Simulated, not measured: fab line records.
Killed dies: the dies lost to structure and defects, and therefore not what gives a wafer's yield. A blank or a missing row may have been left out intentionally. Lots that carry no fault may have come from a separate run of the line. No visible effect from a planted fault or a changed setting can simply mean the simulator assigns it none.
Which tool did it? || flow gf180mcu || 32 wafers from 11 lots sampled at 6 of the route's 602 steps

## WHAT EACH GAUGE READ, for each wafer
GF_M3_RS_MEAS_05: measures by four-point-probe. Usual: M3_ALCU_RS 0.0694 ohm/sq, standard deviation 0.00073.
{"lot": "L723", "measured": "day 21 15:58", "on": "film metro-02", "M3_ALCU_RS (ohm/sq)": "0.0690 0.0683 0.0682", "flag": ""}
{"lot": "L726", "measured": "day 22 11:07", "on": "film metro-03", "M3_ALCU_RS (ohm/sq)": "0.0685 0.0686 0.0687", "flag": ""}
{"lot": "L729", "measured": "day 23 08:37", "on": "film metro-02", "M3_ALCU_RS (ohm/sq)": "0.0679 0.0694 0.0681", "flag": ""}
{"lot": "L731", "measured": "day 24 04:06", "on": "film metro-03", "M3_ALCU_RS (ohm/sq)": "0.0703 0.0696 0.0699", "flag": ""}
{"lot": "L735", "measured": "day 25 09:02", "on": "film metro-04", "M3_ALCU_RS (ohm/sq)": "7.0874 7.0950 7.1110", "flag": "OFF"}
{"lot": "L736", "measured": "day 25 17:52", "on": "film metro-03", "M3_ALCU_RS (ohm/sq)": "7.1438 7.1732 7.2092", "flag": "OFF"}
{"lot": "L737", "measured": "day 26 05:02", "on": "film metro-04", "M3_ALCU_RS (ohm/sq)": "7.2094 7.2759 7.2335", "flag": "OFF"}
{"lot": "L739", "measured": "day 26 12:59", "on": "film metro-04", "M3_ALCU_RS (ohm/sq)": "0.0691 0.0701 0.0695", "flag": ""}
{"lot": "L742", "measured": "day 27 07:09", "on": "film metro-03", "M3_ALCU_RS (ohm/sq)": "0.0700 0.0700 0.0701", "flag": ""}
{"lot": "L743", "measured": "day 27 10:33", "on": "film metro-02", "M3_ALCU_RS (ohm/sq)": "0.0687 0.0688", "flag": ""}
{"lot": "L744", "measured": "day 27 12:13", "on": "film metro-02", "M3_ALCU_RS (ohm/sq)": "0.0698 0.0690 0.0691", "flag": ""}

GF_M3_THK_MEAS_06: measures by xrf. Usual: M3_ALCU_THK 452 nm, standard deviation 4.7.
{"lot": "L723", "measured": "day 21 16:05", "on": "film metro-02", "M3_ALCU_THK (nm)": "452 453 457", "flag": ""}
{"lot": "L726", "measured": "day 22 11:14", "on": "film metro-03", "M3_ALCU_THK (nm)": "456 456 457", "flag": ""}
{"lot": "L729", "measured": "day 23 08:44", "on": "film metro-02", "M3_ALCU_THK (nm)": "455 446 454", "flag": ""}
{"lot": "L731", "measured": "day 24 04:13", "on": "film metro-03", "M3_ALCU_THK (nm)": "446 452 449", "flag": ""}
{"lot": "L735", "measured": "day 25 09:09", "on": "film metro-04", "M3_ALCU_THK (nm)": "<0 <0 <0", "flag": "OFF"}
{"lot": "L736", "measured": "day 25 17:58", "on": "film metro-03", "M3_ALCU_THK (nm)": "<0 <0 <0", "flag": "OFF"}
{"lot": "L737", "measured": "day 26 05:08", "on": "film metro-04", "M3_ALCU_THK (nm)": "<0 <0 <0", "flag": "OFF"}
{"lot": "L739", "measured": "day 26 13:05", "on": "film metro-04", "M3_ALCU_THK (nm)": "455 447 449", "flag": ""}
{"lot": "L742", "measured": "day 27 07:15", "on": "film metro-03", "M3_ALCU_THK (nm)": "447 447 448", "flag": ""}
{"lot": "L743", "measured": "day 27 10:40", "on": "film metro-02", "M3_ALCU_THK (nm)": "454 454", "flag": ""}
{"lot": "L744", "measured": "day 27 12:18", "on": "film metro-02", "M3_ALCU_THK (nm)": "446 452 450", "flag": ""}

GF_M3_OVL_MEAS_15. Usual: M3_OVL 0 nm, standard deviation 6.
{"lot": "L723", "measured": "day 22 15:33", "on": "overlay-01", "M3_OVL (nm)": "-3 -8 0", "flag": ""}
{"lot": "L726", "measured": "day 23 10:24", "on": "overlay-01", "M3_OVL (nm)": "-6 -2 -2", "flag": ""}
{"lot": "L729", "measured": "day 24 06:54", "on": "overlay-01", "M3_OVL (nm)": "4 -3 -6", "flag": ""}
{"lot": "L731", "measured": "day 25 02:07", "on": "overlay-02", "M3_OVL (nm)": "-7 1 -2", "flag": ""}
{"lot": "L735", "measured": "day 26 05:40", "on": "overlay-01", "M3_OVL (nm)": "-2 -5 2", "flag": ""}
{"lot": "L736", "measured": "day 26 14:40", "on": "overlay-01", "M3_OVL (nm)": "-6 -7 -3", "flag": ""}
{"lot": "L737", "measured": "day 27 01:23", "on": "overlay-01", "M3_OVL (nm)": "9 1 11", "flag": ""}
{"lot": "L739", "measured": "day 27 08:16", "on": "overlay-01", "M3_OVL (nm)": "4 2 -1", "flag": ""}
{"lot": "L742", "measured": "day 28 03:07", "on": "overlay-02", "M3_OVL (nm)": "2 -8 6", "flag": ""}
{"lot": "L743", "measured": "day 28 06:24", "on": "overlay-02", "M3_OVL (nm)": "4 6", "flag": ""}
{"lot": "L744", "measured": "day 28 08:14", "on": "overlay-02", "M3_OVL (nm)": "9 8 -1", "flag": ""}

## WHICH TOOL RAN EACH LOT (tool, then ch and the chambers of the sampled wafers, then the start)
{"lot": "L723", "GF_M2_SPUTTER_03": "pvd sputter-02, day 19 13:21", "GF_V2_ETCH_16": "rie diel-03 ch 1,2,3, day 21 14:23", "GF_M3_SPUTTER_02": "pvd sputter-02, day 21 15:53"}
{"lot": "L726", "GF_M2_SPUTTER_03": "pvd sputter-03, day 20 08:28", "GF_V2_ETCH_16": "rie diel-01 ch 0,1,3, day 22 09:32", "GF_M3_SPUTTER_02": "pvd sputter-01, day 22 11:01"}
{"lot": "L729", "GF_M2_SPUTTER_03": "pvd sputter-04, day 21 06:51", "GF_V2_ETCH_16": "rie diel-03 ch 0,3, day 23 07:02", "GF_M3_SPUTTER_02": "pvd sputter-04, day 23 08:31"}
{"lot": "L731", "GF_M2_SPUTTER_03": "pvd sputter-03, day 22 02:19", "GF_V2_ETCH_16": "rie diel-03 ch 0,1,2, day 24 02:20", "GF_M3_SPUTTER_02": "pvd sputter-01, day 24 04:01"}
{"lot": "L735", "GF_M2_SPUTTER_03": "pvd sputter-04, day 23 09:38", "GF_V2_ETCH_16": "rie diel-04 ch 1,2, day 25 07:11", "GF_M3_SPUTTER_02": "pvd sputter-01, day 25 08:56"}
{"lot": "L736", "GF_M2_SPUTTER_03": "pvd sputter-02, day 23 20:10", "GF_V2_ETCH_16": "rie diel-01 ch 0,2,3, day 25 16:14", "GF_M3_SPUTTER_02": "pvd sputter-02, day 25 17:45"}
{"lot": "L737", "GF_M2_SPUTTER_03": "pvd sputter-02, day 24 06:52", "GF_V2_ETCH_16": "rie diel-01 ch 0,3, day 26 03:17", "GF_M3_SPUTTER_02": "pvd sputter-04, day 26 04:53"}
{"lot": "L739", "GF_M2_SPUTTER_03": "pvd sputter-04, day 24 14:00", "GF_V2_ETCH_16": "rie diel-03 ch 1,2, day 26 11:23", "GF_M3_SPUTTER_02": "pvd sputter-04, day 26 12:52"}
{"lot": "L742", "GF_M2_SPUTTER_03": "pvd sputter-02, day 25 10:16", "GF_V2_ETCH_16": "rie diel-03 ch 0,1,2, day 27 05:32", "GF_M3_SPUTTER_02": "pvd sputter-02, day 27 07:01"}
{"lot": "L743", "GF_M2_SPUTTER_03": "pvd sputter-02, day 25 14:38", "GF_V2_ETCH_16": "rie diel-04 ch 1,3, day 27 08:50", "GF_M3_SPUTTER_02": "pvd sputter-02, day 27 10:28"}
{"lot": "L744", "GF_M2_SPUTTER_03": "pvd sputter-03, day 25 16:13", "GF_V2_ETCH_16": "rie diel-01 ch 0,1, day 27 10:26", "GF_M3_SPUTTER_02": "pvd sputter-04, day 27 12:04"}
- GF_M2_SPUTTER_03: material Ti, target thk 10 nm, time 6.7 s.
- GF_V2_ETCH_16: etches BARC in N2/H2.
- GF_M3_SPUTTER_02: material AlCu, target thk 450 nm, time 23.9 s.

## AS READ BY THE TOOLS THEMSELVES (means over the sampled wafers that have a number; for cases with no such wafer, the mark the record gives instead)
GF_M2_SPUTTER_03. Usual: cathode dc power W 3000.0 W, standard deviation 0.58; chamber pressure pa 0.2999 Pa, standard deviation 0.00059; substrate temp c 299.98 C, standard deviation 0.2; throttle valve pct 30.1 %, standard deviation 1.3.
{"lot": "L723", "tool": "pvd sputter-02", "cathode dc power W (W)": 3000.2, "chamber pressure pa (Pa)": 0.2997, "substrate temp c (C)": 299.94, "throttle valve pct (%)": 31.4, "flag": ""}
{"lot": "L726", "tool": "pvd sputter-03", "cathode dc power W (W)": 2999.9, "chamber pressure pa (Pa)": 0.2993, "substrate temp c (C)": 300.05, "throttle valve pct (%)": 29.6, "flag": ""}
{"lot": "L729", "tool": "pvd sputter-04", "cathode dc power W (W)": 3000.3, "chamber pressure pa (Pa)": 0.2997, "substrate temp c (C)": 300.00, "throttle valve pct (%)": 28.9, "flag": ""}
{"lot": "L731", "tool": "pvd sputter-03", "cathode dc power W (W)": 3000.2, "chamber pressure pa (Pa)": 0.2995, "substrate temp c (C)": 299.93, "throttle valve pct (%)": 29.4, "flag": ""}
{"lot": "L735", "tool": "pvd sputter-04", "cathode dc power W (W)": 3000.1, "chamber pressure pa (Pa)": 0.2994, "substrate temp c (C)": 299.76, "throttle valve pct (%)": 28.9, "flag": ""}
{"lot": "L736", "tool": "pvd sputter-02", "cathode dc power W (W)": 3000.0, "chamber pressure pa (Pa)": 0.2996, "substrate temp c (C)": 299.93, "throttle valve pct (%)": 31.0, "flag": ""}
{"lot": "L737", "tool": "pvd sputter-02", "cathode dc power W (W)": 2999.6, "chamber pressure pa (Pa)": 0.3001, "substrate temp c (C)": 299.89, "throttle valve pct (%)": 31.9, "flag": ""}
{"lot": "L739", "tool": "pvd sputter-04", "cathode dc power W (W)": 3000.0, "chamber pressure pa (Pa)": 0.3002, "substrate temp c (C)": 300.02, "throttle valve pct (%)": 28.9, "flag": ""}
{"lot": "L742", "tool": "pvd sputter-02", "cathode dc power W (W)": 2999.7, "chamber pressure pa (Pa)": 0.3003, "substrate temp c (C)": 300.01, "throttle valve pct (%)": 31.9, "flag": ""}
{"lot": "L743", "tool": "pvd sputter-02", "cathode dc power W (W)": 3000.6, "chamber pressure pa (Pa)": 0.2998, "substrate temp c (C)": 300.08, "throttle valve pct (%)": 31.5, "flag": ""}
{"lot": "L744", "tool": "pvd sputter-03", "cathode dc power W (W)": 2999.9, "chamber pressure pa (Pa)": 0.2993, "substrate temp c (C)": 299.92, "throttle valve pct (%)": 29.4, "flag": ""}

GF_V2_ETCH_16. Usual: drypump motor current A 5.6 A, standard deviation 0.42; oes product au 0.856 a.u., standard deviation 0.0053; throttle valve pct 13.225 %, standard deviation 0.0088.
{"lot": "L723", "tool": "rie diel-03", "drypump motor current A (A)": 5.8, "oes product au (a.u.)": 0.858, "throttle valve pct (%)": 13.224, "flag": ""}
{"lot": "L726", "tool": "rie diel-01", "drypump motor current A (A)": 5.3, "oes product au (a.u.)": 0.856, "throttle valve pct (%)": 13.231, "flag": ""}
{"lot": "L729", "tool": "rie diel-03", "drypump motor current A (A)": 5.9, "oes product au (a.u.)": 0.850, "throttle valve pct (%)": 13.218, "flag": ""}
{"lot": "L731", "tool": "rie diel-03", "drypump motor current A (A)": 5.8, "oes product au (a.u.)": 0.859, "throttle valve pct (%)": 13.225, "flag": ""}
{"lot": "L735", "tool": "rie diel-04", "drypump motor current A (A)": 5.6, "oes product au (a.u.)": 0.859, "throttle valve pct (%)": 13.226, "flag": ""}
{"lot": "L736", "tool": "rie diel-01", "drypump motor current A (A)": 5.6, "oes product au (a.u.)": 0.850, "throttle valve pct (%)": 13.225, "flag": ""}
{"lot": "L737", "tool": "rie diel-01", "drypump motor current A (A)": 5.7, "oes product au (a.u.)": 0.857, "throttle valve pct (%)": 13.225, "flag": ""}
{"lot": "L739", "tool": "rie diel-03", "drypump motor current A (A)": 5.9, "oes product au (a.u.)": 0.852, "throttle valve pct (%)": 13.224, "flag": ""}
{"lot": "L742", "tool": "rie diel-03", "drypump motor current A (A)": 5.8, "oes product au (a.u.)": 0.858, "throttle valve pct (%)": 13.221, "flag": ""}
{"lot": "L743", "tool": "rie diel-04", "drypump motor current A (A)": 5.5, "oes product au (a.u.)": 0.863, "throttle valve pct (%)": 13.226, "flag": ""}
{"lot": "L744", "tool": "rie diel-01", "drypump motor current A (A)": 5.3, "oes product au (a.u.)": 0.858, "throttle valve pct (%)": 13.221, "flag": ""}

GF_M3_SPUTTER_02. Usual: cathode dc power W 10600 W, standard deviation 1.9; chamber pressure pa 0.3872 Pa, standard deviation 0.00082; throttle valve pct 30.0 %, standard deviation 1.3.
{"lot": "L723", "tool": "pvd sputter-02", "cathode dc power W (W)": 10601, "chamber pressure pa (Pa)": 0.3875, "throttle valve pct (%)": 31.5, "flag": ""}
{"lot": "L726", "tool": "pvd sputter-01", "cathode dc power W (W)": 10600, "chamber pressure pa (Pa)": 0.3869, "throttle valve pct (%)": 30.2, "flag": ""}
{"lot": "L729", "tool": "pvd sputter-04", "cathode dc power W (W)": 10599, "chamber pressure pa (Pa)": 0.3877, "throttle valve pct (%)": 29.1, "flag": ""}
{"lot": "L731", "tool": "pvd sputter-01", "cathode dc power W (W)": 10601, "chamber pressure pa (Pa)": 0.3874, "throttle valve pct (%)": 30.6, "flag": ""}
{"lot": "L735", "tool": "pvd sputter-01", "cathode dc power W (W)": "-", "chamber pressure pa (Pa)": "-", "throttle valve pct (%)": "-", "flag": "OFF"}
{"lot": "L736", "tool": "pvd sputter-02", "cathode dc power W (W)": "-", "chamber pressure pa (Pa)": "-", "throttle valve pct (%)": "-", "flag": "OFF"}
{"lot": "L737", "tool": "pvd sputter-04", "cathode dc power W (W)": "-", "chamber pressure pa (Pa)": "-", "throttle valve pct (%)": "-", "flag": "OFF"}
{"lot": "L739", "tool": "pvd sputter-04", "cathode dc power W (W)": 10602, "chamber pressure pa (Pa)": 0.3877, "throttle valve pct (%)": 29.3, "flag": ""}
{"lot": "L742", "tool": "pvd sputter-02", "cathode dc power W (W)": 10599, "chamber pressure pa (Pa)": 0.3876, "throttle valve pct (%)": 31.3, "flag": ""}
{"lot": "L743", "tool": "pvd sputter-02", "cathode dc power W (W)": 10601, "chamber pressure pa (Pa)": 0.3867, "throttle valve pct (%)": 31.2, "flag": ""}
{"lot": "L744", "tool": "pvd sputter-04", "cathode dc power W (W)": 10601, "chamber pressure pa (Pa)": 0.3868, "throttle valve pct (%)": 28.6, "flag": ""}

## THE ANSWER, worked out from the rows above alone
Rule: a lot counts as off when the mean over its wafers that have a number is more than 3 standard deviations away from the usual mean. Also off: a lot with no number at a reading for which 4 or more lots have one. All remaining lots with rows at the step are treated as sound. The gauges are gone through in route order, then the tools' own readings, and for those a lot's mean is taken as printed above. At the first step where some lot is off, the reading lying furthest off is the one used; lots without a number count as furthest.
Off: at GF_M3_RS_MEAS_05 (M3_ALCU_RS), L735, L736, L737.
A tool fits if, at a process step before that reading, it ran every lot that is off, and no sound lot after the first of them. Not tried: the gauges at GF_M3_RS_MEAS_05; whatever is off there is also off at GF_M3_SPUTTER_02, on other tools, and gauge error can't account for it. No candidate that was tried fits.

## WHAT WAS PUT IN BY THE SIMULATOR
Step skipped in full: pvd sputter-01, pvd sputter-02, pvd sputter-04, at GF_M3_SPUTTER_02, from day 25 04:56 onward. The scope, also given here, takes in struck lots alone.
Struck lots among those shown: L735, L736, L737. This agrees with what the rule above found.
